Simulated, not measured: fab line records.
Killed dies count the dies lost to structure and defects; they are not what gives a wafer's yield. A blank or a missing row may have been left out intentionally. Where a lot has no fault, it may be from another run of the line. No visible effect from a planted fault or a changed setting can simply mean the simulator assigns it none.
fab line records	flow sky130
record: lots: 6	wafers: 18	last-day: 49
route steps=708 shown FIELD_ISO@3 PAD_OPEN@708
lots that met no fault: from a run of the same line without faults
start-h: hours from the record's first day to the start of the lot's first wafer shown	wait-h: time in hours since the lot's previous step	" identical to the entry in the row above	L1.1+2: several wafers, shown together as one row	- value missing, or start not given	* or withheld: withheld	< > ~ a bound
route shown NAME@n: NAME is a module with steps in the file, n the number in the route of the first one	usual: mean/standard deviation of fault-free wafers	same: alike in all rows	chamber/n: place in a boat	sites: the reading at each site	_std_site: the standard deviation of these	_edge_site: outer sites' mean less inner sites'	radius-mm: how far each site lies from the wafer's centre	mask NAME#n: copy n	behind: the most recent tool/chamber to have shaped the wafer	hold: what put the lot on hold/how long, in hours/how the hold closed	device: the n, p or np transistor that did not switch	end of line: the tests these same wafers got at the end of their route	for a step that has no rows: nothing shown but its recipe	killed: dies lost to structure and defects at the first sort, not the wafer's yield	map: dies across one wafer; x = killed, . = not, _ = none there
set.NAME: setting as actually run; set.NAME@STEP: the setting as run at that earlier step	model.NAME: the simulator's own value behind a step, which no gauge read
lots seen at some steps along the route; tables by step, rows by wafer
services: a tool's chamber out of use, with start hour (start-h, from the record's first day; less than 0 if before it), hours out, and reason
== steps ==
step: SKY_FIELD_ISO_THK_MEAS_02
recipe: reads: SiO2_of_FIELD_ISO_OXIDATION_01
usual: FIELD_ISO_OXIDATION_00_THK: 12.17/0.24
lot.wafer	tool	chamber	start-h	wait-h	FIELD_ISO_OXIDATION_00_THK[nm]
L338.4	film-metro-01	-	36.66	0.0	12.58
L338.5	"	-	"	"	12.24
L338.6	"	-	"	"	12.64
L339.2	film-metro-04	-	41.64	0.0	12.32
L339.5	"	-	"	"	12.35
L339.6	"	-	"	"	12.23
L342.1	film-metro-02	-	56.63	0.0	12.38
L342.2	"	-	"	"	12.51
L342.6	"	-	"	"	12.36
L345.3	film-metro-01	-	71.81	0.0	12.12
L345.5	"	-	"	"	12.01
L345.6	"	-	"	"	12.24
L351.2	film-metro-01	-	101.64	0.0	12.18
L351.4	"	-	"	"	12.08
L351.6	"	-	"	"	12.36
L352.2	film-metro-01	-	106.64	0.0	12.25
L352.4	"	-	"	"	12.34
L352.5	"	-	"	"	12.29
step: SKY_FIELD_ISO_CVD_03
recipe: material: Si3N4	precursor: DCS/NH3	target-thk-nm: 165	temp-c: 770	time-s: 2830	pressure-mtorr: 250
step: SKY_FIELD_ISO_THK_MEAS_04
recipe: reads: Si3N4_of_FIELD_ISO_CVD_03
usual: FIELD_ISO_CVD_03_THK: 163.8/1.7
lot.wafer	tool	chamber	start-h	wait-h	FIELD_ISO_CVD_03_THK[nm]
L338.4	film-metro-04	-	38.51	0.0	162.5
L338.5	"	-	"	"	162.6
L338.6	"	-	"	"	161.7
L339.2	film-metro-01	-	43.49	0.0	158.9
L339.5	"	-	"	"	159.3
L339.6	"	-	"	"	159.9
L342.1	film-metro-02	-	58.48	0.0	163.1
L342.2	"	-	"	"	162.1
L342.6	"	-	"	"	162.3
L345.3	film-metro-02	-	73.65	0.0	163.5
L345.5	"	-	"	"	162.0
L345.6	"	-	"	"	162.3
L351.2	film-metro-04	-	103.49	0.0	165.9
L351.4	"	-	"	"	165.2
L351.6	"	-	"	"	165.8
L352.2	film-metro-04	-	108.49	0.0	162.4
L352.4	"	-	"	"	163.1
L352.5	"	-	"	"	162.9
step: SKY_FIELD_ISO_DEHYDRATE_05
recipe: temp-c: 200	time-s: 60
step: SKY_FIELD_ISO_HMDS_06
recipe: prime-time-s: 60	prime-temp-c: 120
step: SKY_FIELD_ISO_COAT_07
recipe: resist: BARC	temp-c: withheld	time-s: withheld	spin-rpm: 3000	resist-thk-nm: 60
step: SKY_FIELD_ISO_COAT_08
recipe: resist: KrF-thick	spin-rpm: 3000	resist-thk-nm: 450
step: SKY_FIELD_ISO_SOFTBAKE_09
recipe: temp-c: 100	time-s: 90	resist: KrF-thick
step: SKY_FIELD_ISO_EXPOSE_10
recipe: mask-id: FOM	na: 0.68	source-shape: annular	sigma-inner: 0.4	sigma-outer: 0.8	target-cd-nm: 150	dose-mj: 28
step: SKY_FIELD_ISO_PEB_11
recipe: peb-temp-c: withheld	peb-time-s: withheld	resist: KrF-thick
step: SKY_FIELD_ISO_DEVELOP_12
recipe: develop-time-s: 60	resist: KrF-thick	dev-temp-c: 21
step: SKY_FIELD_ISO_CD_MEAS_13
recipe: target-cd-nm: 150
usual: cd-nm: 149.6/1.3
lot.wafer	tool	chamber	start-h	wait-h	cd-nm
L338.4	cd-sem-01	-	53.93	-	150.8
L338.5	"	-	"	"	151.4
L338.6	"	-	"	"	150.0
L339.2	cd-sem-02	-	58.86	-	149.3
L339.5	"	-	"	"	148.6
L339.6	"	-	"	"	149.6
L342.1	cd-sem-01	-	73.29	-	148.7
L342.2	"	-	"	"	150.5
L342.6	"	-	"	"	151.2
L345.3	cd-sem-01	-	90.39	-	150.5
L345.5	"	-	"	"	152.1
L345.6	"	-	"	"	151.5
L351.2	cd-sem-01	-	120.44	-	149.0
L351.4	"	-	"	"	150.1
L351.6	"	-	"	"	150.4
L352.2	cd-sem-01	-	125.94	-	149.2
L352.4	"	-	"	"	149.8
L352.5	"	-	"	"	148.8
step: SKY_FIELD_ISO_ETCH_14
recipe: chemistry: N2/H2	target: BARC	ion-energy-ev: 200	source-w: 500	bias-w: 100	pressure-mtorr: 30	n2-flow-sccm: 100	h2-flow-sccm: 200	stop-on: SiO2	time-s: 45.9	target-depth-a: 600
usual: chamber-pressure-mTorr: 30.001/0.025	drypump-motor-current-A: 5.9/0.45	n2-flow-sccm: 100.0/0.31	oes-product-au: 0.855/0.0048	run-length-s: 74.1/0.57	throttle-valve-pct: 13.224/0.0087
lot.wafer	tool	chamber	start-h	wait-h	chamber-pressure-mTorr	drypump-motor-current-A	n2-flow-sccm	oes-product-au	rf-hours-counter-h	run-length-s	throttle-valve-pct	model.KrF-thick_of_FIELD_ISO_COAT_08.thk-nm	model.FIELD_ISO.cd-nm
L338.4	rie-diel-01	1	53.99	0.0	30.056	5.3	99.8	0.847	29	75.1	13.215	392	151
L338.5	"	2	"	"	30.014	6.2	99.9	0.859	-	74.1	13.212	392.3	152.7
L338.6	"	3	"	"	30.025	5.5	99.8	0.853	-	74.9	13.221	390.3	148.2
L339.2	rie-diel-02	0	58.96	0.1	30.019	6.5	100.1	0.863	44	73.9	13.236	391.4	147.3
L339.5	"	0	"	"	30.000	6.6	100.5	0.857	-	74.0	13.236	392.3	147.6
L339.6	"	2	"	"	29.962	6.1	99.8	0.854	-	74.6	13.210	392.2	149
L342.1	rie-diel-01	1	73.41	0.1	29.990	5.3	100.5	0.859	29	74.9	13.215	391.7	149
L342.2	"	3	"	"	30.008	5.5	100.3	0.852	77	75.1	13.223	392.2	148.8
L342.6	"	1	"	"	30.007	5.3	100.0	0.852	-	75.3	13.202	392.1	150.9
L345.3	rie-diel-01	2	90.47	0.1	29.982	6.2	100.7	0.864	33	74.7	13.224	393.2	151.6
L345.5	"	0	"	"	30.000	6.6	99.9	0.857	-	73.9	13.217	394.3	153.2
L345.6	"	3	"	"	30.007	5.5	99.6	0.856	-	74.8	13.224	393.8	150
L351.2	rie-diel-02	1	120.54	0.1	30.003	5.2	100.5	0.609	52	121.4	13.203	347.6	142.4
L351.4	"	3	"	"	30.004	5.7	99.8	0.619	101	120.8	13.194	347.3	142.4
L351.6	"	3	"	"	29.990	5.7	99.8	0.607	-	120.8	13.200	348.7	142.4
L352.2	rie-diel-02	0	126.04	0.1	29.994	6.6	99.8	0.614	45	121.4	13.204	348.3	139.2
L352.4	"	1	"	"	29.972	5.3	100.0	0.613	52	121.2	13.206	348.5	141.8
L352.5	"	2	"	"	29.982	6.1	100.4	0.614	-	121.7	13.212	349.2	139.5
step: SKY_FIELD_ISO_ETCH_15
recipe: chemistry: CHF3/O2	target-depth-nm: 180	stop-on: Si	source-w: 600	bias-w: 200	pressure-mtorr: 40	chf3-flow-sccm: 50	O2_flow_sccm: 5	time-s: 72
usual: chamber-pressure-mTorr: 40.00/0.034	drypump-motor-current-A: 5.9/0.45	oes-product-au: 0.942/0.0075	run-length-s: 100.1/0.57	throttle-valve-pct: 8.842/0.01
same: time-s: 72
lot.wafer	tool	chamber	start-h	wait-h	chamber-pressure-mTorr	drypump-motor-current-A	oes-product-au	rf-hours-counter-h	run-length-s	throttle-valve-pct	model.KrF-thick_of_FIELD_ISO_COAT_08.thk-nm
L338.4	rie-diel-01	1	54.03	0.0	40.03	5.3	0.942	29	101.2	8.838	233.8
L338.5	"	2	"	"	40.02	6.2	0.936	-	100.4	8.858	232.9
L338.6	"	3	"	"	40.00	5.5	0.939	-	101.3	8.829	228.8
L339.2	rie-diel-02	0	59.01	0.0	39.97	6.5	0.915	44	99.9	8.847	234.9
L339.5	"	0	"	"	39.94	6.5	0.919	-	100.0	8.828	237.4
L339.6	"	2	"	"	40.03	6.1	0.927	-	100.1	8.853	234.7
L342.1	rie-diel-01	1	73.46	0.0	40.02	5.3	0.935	29	101.6	8.842	233.6
L342.2	"	3	"	"	40.01	5.5	0.938	77	101.4	8.856	232.5
L342.6	"	1	"	"	40.01	5.3	0.936	-	101.0	8.846	234.8
L345.3	rie-diel-01	2	90.52	0.0	40.08	6.2	0.947	33	100.3	8.850	234.6
L345.5	"	0	"	"	40.02	6.6	0.937	-	99.8	8.829	240.5
L345.6	"	3	"	"	40.02	5.5	0.935	-	101.1	8.840	236.7
L351.2	rie-diel-02	1	120.58	0.0	39.97	5.3	0.948	52	100.4	8.834	191.1
L351.4	"	3	"	"	40.01	5.7	0.933	101	99.7	8.838	188.6
L351.6	"	3	"	"	39.97	5.7	0.949	-	99.8	8.843	190.4
L352.2	rie-diel-02	0	126.08	0.0	39.98	6.5	0.932	45	100.3	8.848	191.9
L352.4	"	1	"	"	39.98	5.2	0.938	52	100.4	8.845	191.4
L352.5	"	2	"	"	40.05	6.1	0.937	-	100.1	8.851	194.4
step: SKY_FIELD_ISO_STRIP_16
recipe: chemistry: O2/N2	power-w: 1400	pressure-mtorr: 1500	platen-temp-c: withheld	o2-flow-sccm: 3000	n2-flow-sccm: 300	overash-fraction: 0.5
usual: chamber-pressure-mTorr: 1500.0/1.3	drypump-motor-current-A: 5.67/0.26	n2-flow-sccm: 299.9/0.98	oes-product-au: 0.378/0.0044	strip-time-to-endpoint-s: 3.55/0.031
lot.wafer	tool	chamber	start-h	wait-h	chamber-pressure-mTorr	drypump-motor-current-A	n2-flow-sccm	oes-product-au	rf-hours-counter-h	strip-time-to-endpoint-s
L338.4	plasma-asher-04	0	54.12	0.1	1498.9	5.86	298.5	0.378	-	3.53
L338.5	"	0	"	"	1499.6	5.86	298.4	0.375	-	3.50
L338.6	"	1	"	"	1500.5	6.00	298.5	0.373	-	3.49
L339.2	plasma-asher-04	0	59.06	0.0	1497.1	5.86	300.9	0.369	36	3.53
L339.5	"	0	"	"	1503.3	5.86	300.5	0.376	-	3.58
L339.6	"	1	"	"	1499.8	6.00	298.3	0.378	-	3.53
L342.1	plasma-asher-03	1	73.51	0.0	1502.8	5.77	301.0	0.381	27	3.52
L342.2	"	0	"	"	1501.6	5.39	299.5	0.375	27	3.52
L342.6	"	1	"	"	1501.0	5.75	299.0	0.383	-	3.54
L345.3	plasma-asher-04	0	90.61	0.1	1500.0	5.87	300.2	0.379	-	3.55
L345.5	"	0	"	"	1499.8	5.86	301.5	0.379	-	3.60
L345.6	"	1	"	"	1497.8	5.99	300.2	0.368	-	3.56
L351.2	plasma-asher-02	1	120.64	0.0	1500.8	5.36	299.2	0.350	0	3.06
L351.4	"	0	"	"	1499.2	5.31	300.1	0.361	-	3.02
L351.6	"	0	"	"	1501.9	5.33	301.1	0.353	-	3.04
L352.2	plasma-asher-04	0	126.14	0.0	1500.7	5.88	300.8	0.358	43	3.07
L352.4	"	1	"	"	1500.5	5.97	299.4	0.354	-	3.07
L352.5	"	0	"	"	1499.3	5.87	300.7	0.364	-	3.09
step: SKY_FIELD_ISO_ETCH_17
recipe: target-depth-a: 3420	mask-material: Si3N4	chemistry: HBr/Cl2/O2	target: Si	taper-deg: 5	icp-w: 600	bias-w: 150	pressure-mtorr: 15	HBr_flow_sccm: 150	Cl2_flow_sccm: 40	O2_flow_sccm: 6	time-s: 97.7
usual: chamber-pressure-mTorr: 14.998/0.014	drypump-motor-current-A: 5.4/0.41	mfc-cl2-sccm: 40.00/0.12	oes-product-au: 1.009/0.016	run-length-s: 126.0/0.46	throttle-valve-pct: 25.652/0.014
same: time-s: 97.7
lot.wafer	tool	chamber	start-h	wait-h	chamber-pressure-mTorr	drypump-motor-current-A	mfc-cl2-sccm	oes-product-au	rf-hours-counter-h	run-length-s	throttle-valve-pct	model.FIELD_ISO.cd-nm
L338.4	rie-si-02	2	54.23	0.1	14.979	5.6	39.83	1.028	-	125.5	25.640	150.9
L338.5	"	1	"	"	14.988	5.0	40.02	0.996	-	125.7	25.670	153.6
L338.6	"	0	"	"	15.007	4.7	39.93	1.025	-	125.8	25.642	146.7
L339.2	rie-si-01	2	59.16	0.1	14.987	5.6	40.16	1.005	147	126.1	25.664	145.3
L339.5	"	2	"	"	15.014	5.6	40.02	1.021	-	126.1	25.634	146.5
L339.6	"	1	"	"	15.004	5.9	39.90	0.979	-	126.2	25.670	150.9
L342.1	rie-si-02	0	73.61	0.1	14.991	4.7	40.02	1.022	132	125.9	25.639	151.3
L342.2	"	1	"	"	15.016	5.0	39.94	0.999	2	126.2	25.671	147.5
L342.6	"	0	"	"	15.001	4.7	40.14	1.018	-	125.7	25.635	152.5
L345.3	rie-si-01	2	90.67	0.0	15.001	5.6	39.79	1.019	147	125.9	25.639	152.6
L345.5	"	0	"	"	14.994	5.4	39.75	1.009	-	126.0	25.650	153.8
L345.6	"	3	"	"	14.997	5.9	40.03	1.002	-	126.8	25.657	149
L351.2	rie-si-01	3	120.74	0.1	14.978	5.9	40.02	0.997	116	126.8	25.671	142.7
L351.4	"	1	"	"	15.020	6.0	39.87	0.987	69	125.7	25.664	143.6
L351.6	"	2	"	"	15.022	5.6	39.95	1.011	-	125.7	25.639	142.6
L352.2	rie-si-02	0	126.24	0.1	15.022	4.7	39.91	1.007	132	126.0	25.674	138.8
L352.4	"	1	"	"	14.976	5.1	40.05	0.996	2	125.7	25.687	142
L352.5	"	2	"	"	14.990	5.6	40.04	1.005	-	125.1	25.652	141.1
step: SKY_FIELD_ISO_WET_ETCH_18
recipe: chemistry: H3PO4	target-depth-nm: 25	temp-c: 160	target: Si3N4	time-s: 286
step: SKY_PAD_OPEN_PROBE_99
usual: killed_at_M0_to_M3: 43/7	killed_at_M4_up: 3.5/1.9	killed-at-contacts: 24/5.3	killed-at-front-end: 15/4.4	killed-at-other: 0.3/0.69	killed-dies: 87/9.7	killed-open: 48/7	killed-short: 39/6.4
same: gross-dies: 492	killed-at-back-side: 0
lot.wafer	tool	chamber	start-h	wait-h	killed_at_M0_to_M3	killed_at_M4_up	killed-at-contacts	killed-at-front-end	killed-at-other	killed-dies	killed-open	killed-short	model.etest.pfet-g5v0d10v5.r-on-ohm-um	model.etest.res-pdiff.line-ohm-um	model.etest.res-ndiff.line-ohm-um	model.etest.sram-nfet-pass.drive-ua-um	model.etest.res-ndiff.width-nm	model.etest.res-pdiff.width-nm
L338.4	prober-01	-	1102.54	0.2	40	4	25	21	1	91	51	39	4700	1405	770.5	510.5	156.8	144.4
L338.5	prober-01	-	1102.59	0.2	43	2	25	12	0	82	47	35	4681	1367	752.6	521.1	160.6	147.6
L338.6	prober-01	-	1102.64	0.2	49	2	16	11	0	78	42	36	4784	1436	785.5	483.1	154	140.2
L339.2	prober-02	-	1108.78	0.1	46	3	24	19	0	92	49	43	4830	1430	770.8	503.3	151.2	139.2
L339.5	prober-02	-	1108.93	0.2	44	3	27	7	0	81	50	29	4765	1395	759.3	470.1	153.2	140.3
L339.6	prober-02	-	1108.98	0.2	55	4	25	23	2	109	56	50	4768	1359	745	494.7	158	145.2
L342.1	prober-01	-	1124.37	0.1	50	2	30	7	0	89	44	44	4671	1334	754	471.5	157.7	145.2
L342.2	prober-01	-	1124.42	0.1	42	3	24	9	1	79	37	42	4870	1376	774.2	464.2	153.4	140.7
L342.6	prober-01	-	1124.62	0.2	37	3	20	12	0	72	35	37	4662	1360	756.6	480.7	158.8	145.9
L345.3	prober-02	-	1152.85	0.2	45	3	21	22	0	91	51	40	4835	1366	762.1	528.7	159.1	146.4
L345.5	prober-02	-	1152.95	0.2	46	0	38	17	1	102	55	45	4734	1359	764.8	515.5	160.8	146.8
L345.6	prober-02	-	1153.00	0.2	46	2	21	13	0	82	41	41	4786	1376	781.2	485.4	155.3	142.6
L351.2	prober-01	-	1171.42	0.1	34	0	23	23	0	80	41	39	4815	1463	791	463.1	149.5	136
L351.4	prober-01	-	1171.52	0.2	35	2	24	10	0	71	43	28	4957	1449	780.8	443.3	150.2	137
L351.6	prober-01	-	1171.62	0.2	35	2	27	16	0	80	40	40	4872	1461	785.7	446.6	149	135.4
L352.2	prober-02	-	1176.77	0.1	41	3	26	12	0	82	46	35	4897	1492	812.8	444.5	145.4	132.5
L352.4	prober-02	-	1176.87	0.2	45	2	20	12	0	79	42	37	4828	1458	805.7	456.1	148.3	136.2
L352.5	prober-02	-	1176.92	0.2	37	6	15	17	0	75	41	34	4890	1490	795.2	457.1	148	134.8
killed by level:class
L338.4 CONTACT:geometric-particle:open=10 VIA1:geometric-particle:open=10 FIELD_ISO:geometric-particle:open=7 VIA2:geometric-particle:open=7 METAL2:geometric-particle:short=6 FIELD_ISO:geometric-particle:short=5 LI_CONTACT:geometric-particle:open=5 CONTACT:geometric-particle:short=5
L338.5 LI_CONTACT:geometric-particle:open=10 VIA1:geometric-particle:open=9 VIA2:geometric-particle:open=8 CONTACT:geometric-particle:open=7 METAL1:geometric-particle:short=6 METAL2:geometric-particle:short=5 POLY_GATE:geometric-particle:short=4 CONTACT:geometric-particle:short=4
L338.6 VIA2:geometric-particle:open=12 VIA1:geometric-particle:open=9 CONTACT:geometric-particle:open=7 VIA2:geometric-particle:short=6 METAL2:geometric-particle:short=5 METAL1:geometric-particle:short=5 LOCAL_INTERCONNECT:geometric-particle:short=4 VIA1:geometric-particle:short=4
L339.2 CONTACT:geometric-particle:open=11 VIA1:geometric-particle:open=9 VIA2:geometric-particle:short=7 VIA3:geometric-particle:open=7 FIELD_ISO:geometric-particle:open=5 LI_CONTACT:geometric-particle:open=5 VIA3:geometric-particle:short=5 FIELD_ISO:geometric-particle:short=4
L339.5 CONTACT:geometric-particle:open=11 VIA2:geometric-particle:open=10 LI_CONTACT:geometric-particle:open=7 VIA1:geometric-particle:open=7 VIA3:geometric-particle:open=5 VIA3:geometric-particle:short=5 CONTACT:geometric-particle:short=4 FIELD_ISO:geometric-particle:open=3
L339.6 VIA1:geometric-particle:open=12 VIA2:geometric-particle:open=11 CONTACT:geometric-particle:short=9 LI_CONTACT:geometric-particle:open=7 VIA1:geometric-particle:short=7 FIELD_ISO:geometric-particle:short=6 METAL1:geometric-particle:short=6 VIA3:geometric-particle:open=5
L342.1 CONTACT:geometric-particle:open=9 LI_CONTACT:geometric-particle:open=8 VIA3:geometric-particle:open=8 METAL3:geometric-particle:short=7 METAL1:geometric-particle:short=7 VIA1:geometric-particle:short=7 VIA2:geometric-particle:open=5 VIA1:geometric-particle:open=5
L342.2 VIA1:geometric-particle:open=10 CONTACT:geometric-particle:open=8 METAL1:geometric-particle:short=6 VIA1:geometric-particle:short=6 FIELD_ISO:geometric-particle:short=5 LI_CONTACT:geometric-particle:short=4 LI_CONTACT:geometric-particle:open=4 LOCAL_INTERCONNECT:geometric-particle:short=4
L342.6 CONTACT:geometric-particle:open=9 VIA1:geometric-particle:open=8 METAL1:geometric-particle:short=7 CONTACT:geometric-particle:short=5 POLY_GATE:geometric-particle:open=4 VIA3:geometric-particle:short=4 VIA3:geometric-particle:open=4 FIELD_ISO:geometric-particle:short=3
L345.3 VIA1:geometric-particle:open=12 CONTACT:geometric-particle:open=11 VIA1:geometric-particle:short=8 FIELD_ISO:geometric-particle:short=6 FIELD_ISO:geometric-particle:open=5 SPACER:geometric-particle:open=5 VIA2:geometric-particle:open=5 LI_CONTACT:geometric-particle:open=4
L345.5 CONTACT:geometric-particle:open=17 VIA1:geometric-particle:open=10 LI_CONTACT:geometric-particle:open=7 FIELD_ISO:geometric-particle:open=6 METAL1:geometric-particle:short=6 METAL2:geometric-particle:short=6 FIELD_ISO:geometric-particle:short=4 LI_CONTACT:geometric-particle:short=4
L345.6 LI_CONTACT:geometric-particle:open=8 VIA1:geometric-particle:open=8 CONTACT:geometric-particle:short=7 METAL1:geometric-particle:short=6 VIA2:geometric-particle:open=6 VIA3:geometric-particle:open=6 VIA1:geometric-particle:short=5 METAL2:geometric-particle:short=4
L351.2 FIELD_ISO:geometric-particle:short=9 LI_CONTACT:geometric-particle:open=8 CONTACT:geometric-particle:open=7 VIA3:geometric-particle:open=6 METAL1:geometric-particle:short=5 VIA2:geometric-particle:open=5 POLY_GATE:geometric-particle:short=4 FIELD_ISO:geometric-particle:open=3
L351.4 CONTACT:geometric-particle:open=10 VIA1:geometric-particle:open=9 VIA3:geometric-particle:open=8 METAL1:geometric-particle:short=7 LI_CONTACT:geometric-particle:open=6 CONTACT:geometric-particle:short=5 VIA2:geometric-particle:open=4 FIELD_ISO:geometric-particle:open=3
L351.6 LI_CONTACT:geometric-particle:open=9 LOCAL_INTERCONNECT:geometric-particle:short=9 VIA1:geometric-particle:open=9 METAL1:geometric-particle:short=8 VIA3:geometric-particle:open=5 FIELD_ISO:geometric-particle:open=5 METAL2:geometric-particle:short=4 POLY_GATE:geometric-particle:open=3
L352.2 CONTACT:geometric-particle:open=12 VIA1:geometric-particle:open=11 METAL2:geometric-particle:short=7 LI_CONTACT:geometric-particle:open=6 METAL1:geometric-particle:short=6 FIELD_ISO:geometric-particle:short=5 VIA2:geometric-particle:open=5 FIELD_ISO:geometric-particle:open=4
L352.4 VIA1:geometric-particle:open=9 CONTACT:geometric-particle:open=7 VIA1:geometric-particle:short=6 VIA3:geometric-particle:open=6 VIA3:geometric-particle:short=5 LI_CONTACT:geometric-particle:open=5 FIELD_ISO:geometric-particle:open=4 FIELD_ISO:geometric-particle:short=4
L352.5 VIA1:geometric-particle:open=14 FIELD_ISO:geometric-particle:open=6 FIELD_ISO:geometric-particle:short=5 LI_CONTACT:geometric-particle:open=5 METAL4:geometric-particle:short=5 VIA1:geometric-particle:short=4 LOCAL_INTERCONNECT:geometric-particle:short=3 POLY_GATE:geometric-particle:short=3
== services ==
tool	chamber	start-h	hours	kind
rie-diel-02	1	31.03	2.7	repair
rie-si-02	3	41.55	-	clean
rie-si-02	3	41.55	18.7	scheduled-down
rie-si-02	3	41.55	18.7	vent-cycle
rie-diel-01	1	42.84	6.6	repair
rie-diel-01	3	43.16	6.8	repair
rie-diel-02	1	55.00	10.4	repair
rie-si-01	3	75.33	2.6	repair
plasma-asher-03	-	80.11	11.8	repair
rie-si-02	1	82.22	3.7	repair
rie-si-01	2	94.91	-	clean
rie-si-01	2	94.91	17.3	scheduled-down
rie-si-01	2	94.91	17.3	vent-cycle
rie-si-02	0	103.71	2.9	repair
plasma-asher-02	-	108.78	9.0	pm
plasma-asher-02	0	108.78	9.0	vent-cycle
plasma-asher-02	1	108.78	9.0	vent-cycle
rie-diel-01	-	109.67	14.6	pm
plasma-asher-04	-	116.08	2.8	pm
plasma-asher-02	0	117.78	-	clean
plasma-asher-02	1	117.78	-	clean
== key ==
first-sign: step: SKY_FIELD_ISO_ETCH_14	reading: run-length-s	direction: up	sigmas: 83	usual: *	struck: *
effect: step: SKY_FIELD_ISO_ETCH_14	reading: oes-product-au	direction: down	sigmas: 51	usual: 0.855	struck: 0.613
effect: step: SKY_FIELD_ISO_STRIP_16	reading: strip-time-to-endpoint-s	direction: down	sigmas: 16	usual: *	struck: *
model-effect: step: SKY_FIELD_ISO_ETCH_14	value: KrF-thick_of_FIELD_ISO_COAT_08.thk-nm	without: 392.7	struck: 348.3
model-effect: step: SKY_FIELD_ISO_ETCH_15	value: KrF-thick_of_FIELD_ISO_COAT_08.thk-nm	without: 235.8	struck: 191.3
model-effect: step: SKY_FIELD_ISO_ETCH_17	value: FIELD_ISO.cd-nm	without: 150.6	struck: 141.8
model-effect: step: SKY_PAD_OPEN_PROBE_99	value: etest.pfet-g5v0d10v5.r-on-ohm-um	without: 4774	struck: 4876
met-at SKY_FIELD_ISO_ETCH_14
struck-wafers L351.2,L351.4,L351.6,L352.2,L352.4,L352.5
tester-left-out L351,L352
onset-between 58.96 120.54
fault: kind: process-parameter-drift	tool: rie-diel-02	chamber: -	onset-h: 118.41	steps: SKY_FIELD_ISO_ETCH_14	channel: time-s	offset: *	shape: step	end-h: 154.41	acts-in: *	stated: *
tester-left-out: of these lots the tester's yield and bins aren't shown, on N5 and GAA mostly nor the transistor test; their killed dies are dies lost to structure and defects alone, not to doping, threshold or leakage, so they don't give the yield
